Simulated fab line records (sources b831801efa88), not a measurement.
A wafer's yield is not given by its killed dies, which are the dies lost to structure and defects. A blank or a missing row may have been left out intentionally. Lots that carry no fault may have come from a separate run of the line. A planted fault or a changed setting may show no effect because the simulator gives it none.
The tool behind it: which one?    flow sky130    12 lots with 36 wafers sampled at 4 steps, on a route of 708 steps

== WHAT EACH GAUGE READ, for each wafer ==
SKY_SD_N_TW_MEAS_12. Usual: for SD_N_TW the level is 3985 and the standard deviation is 22.
lot   measured      on             SD_N_TW         flag
L977  day 28 02:17  film metro-04  3975 3958 3955  
L981  day 30 03:13  film metro-03  3978 3957 3975  
L982  day 30 13:04  film metro-02  3986 4025 4001  
L983  day 31 02:47  film metro-02  3998 3992 3993  
L984  day 31 16:26  film metro-04  3980 4003 3965  
L985  day 31 20:53  film metro-03  3966 3951 3958  
L992  day 34 03:52  film metro-04  3994 3993 3993  
L993  day 34 07:29  film metro-03  3990 3971 3992  
L994  day 34 08:35  film metro-04  3996 4011 4011  
L997  day 35 21:41  film metro-02  3980 3980 3995  
L998  day 35 23:44  film metro-02  4020 4020 4027  
L999  day 36 04:59  film metro-04  3967 3988 3977  

SKY_CONTACT_THK_MEAS_01. Usual: for CONTACT_CVD_00_THK the level is 75.1 nm and the standard deviation is 0.92.
lot   measured      on             CONTACT_CVD_00_THK (nm)  flag
L977  day 30 14:53  film metro-03  75.2 74.7 76.5           
L981  day 32 14:13  film metro-04  74.7 76.3 75.5           
L982  day 32 22:59  film metro-03  75.7 74.7 76.1           
L983  day 33 10:50  film metro-04  75.9 75.2 75.6           
L984  day 33 22:37  film metro-03  75.4 76.3 77.1           
L985  day 34 02:57  film metro-03  74.4 75.5 76.3           
L992  day 36 11:43  film metro-01  75.1 73.4 75.2           
L993  day 36 15:28  film metro-03  73.6 73.8 75.5           
L994  day 36 16:25  film metro-01  75.4 75.3 75.4           
L997  day 38 04:16  film metro-03  74.6 74.9 75.1           
L998  day 38 06:49  film metro-04  75.2 75.6 75.5           
L999  day 38 10:34  film metro-01  74.1 74.0 75.5           

SKY_CONTACT_THK_MEAS_03. Usual: for CONTACT_HDPCVD_THK the level is 564 nm and the standard deviation is 4.6.
lot   measured      on             CONTACT_HDPCVD_THK (nm)  flag
L977  day 30 15:01  film metro-04  575 570 572              
L981  day 32 14:21  film metro-01  565 565 572              
L982  day 32 23:07  film metro-01  679 680 683              OFF
L983  day 33 10:58  film metro-03  567 562 552              
L984  day 33 22:45  film metro-01  680 680 680              OFF
L985  day 34 03:05  film metro-01  677 669 676              OFF
L992  day 36 11:50  film metro-04  563 565 563              
L993  day 36 15:35  film metro-04  563 572 567              
L994  day 36 16:32  film metro-03  572 566 568              
L997  day 38 04:23  film metro-03  559 562 558              
L998  day 38 06:56  film metro-01  566 557 563              
L999  day 38 10:41  film metro-03  564 562 559              

== WHAT TOOL EACH LOT RAN ON (gives the tool, then ch and the chambers of the sampled wafers, and finally the start) ==
lot   SKY_CONTACT_HDPCVD_02
L977  hdpcvd-01 ch 1,2, day 30 14:56
L981  hdpcvd-01 ch 0,1,2, day 32 14:17
L982  hdpcvd-01 ch 0,1, day 32 23:03
L983  hdpcvd-02 ch 0,1,2, day 33 10:53
L984  hdpcvd-01 ch 1,2, day 33 22:40
L985  hdpcvd-01 ch 1,2, day 34 03:01
L992  hdpcvd-01 ch 0,1,2, day 36 11:46
L993  hdpcvd-01 ch 1,2, day 36 15:31
L994  hdpcvd-01 ch 0,2, day 36 16:28
L997  hdpcvd-01 ch 1,2, day 38 04:19
L998  hdpcvd-02 ch 1,2, day 38 06:52
L999  hdpcvd-01 ch 0,1,2, day 38 10:37
- SKY_CONTACT_HDPCVD_02: deposits SiO2, target thk 565 nm, time 94.2 s.

== WHAT THE TOOLS THEMSELVES READ (means of the sampled wafers that have a number; where no wafer has one, the mark that the record gives instead) ==
SKY_CONTACT_HDPCVD_02. Usual: sih4 flow sccm reads 60.01 sccm (standard deviation 0.19).
lot   tool       sih4 flow sccm (sccm)  flag
L977  hdpcvd-01  60.25                  
L981  hdpcvd-01  60.08                  
L982  hdpcvd-01  71.88                  OFF
L983  hdpcvd-02  60.07                  
L984  hdpcvd-01  71.98                  OFF
L985  hdpcvd-01  72.01                  OFF
L992  hdpcvd-01  59.93                  
L993  hdpcvd-01  60.21                  
L994  hdpcvd-01  59.96                  
L997  hdpcvd-01  59.92                  
L998  hdpcvd-02  60.17                  
L999  hdpcvd-01  60.09                  

== THE ANSWER, worked out from the rows above alone ==
Rule: lot off if the mean of its wafers having a number is beyond 3 standard deviations from the usual mean. Also off: a lot with no number at a reading for which 4 or more lots have one. The other lots that the step has rows for count as sound. The gauges are gone through in route order, then the tools' own readings, and for those a lot's mean is taken as printed above. At the first step where some lot is off, the reading lying furthest off is the one used; lots without a number count as furthest.
Off: L982, L984, L985, seen at SKY_CONTACT_THK_MEAS_03 (CONTACT_HDPCVD_THK).
If a tool, at a process step before that reading, ran all the lots that are off and no sound lot after the first of them, it fits. The gauges at SKY_CONTACT_THK_MEAS_03 aren't tried: what is off there is off at SKY_CONTACT_HDPCVD_02 too, on other tools, and a gauge's error can't cause that. None of those tried fits.

== WHAT HAD BEEN PUT IN BY THE SIMULATOR ==
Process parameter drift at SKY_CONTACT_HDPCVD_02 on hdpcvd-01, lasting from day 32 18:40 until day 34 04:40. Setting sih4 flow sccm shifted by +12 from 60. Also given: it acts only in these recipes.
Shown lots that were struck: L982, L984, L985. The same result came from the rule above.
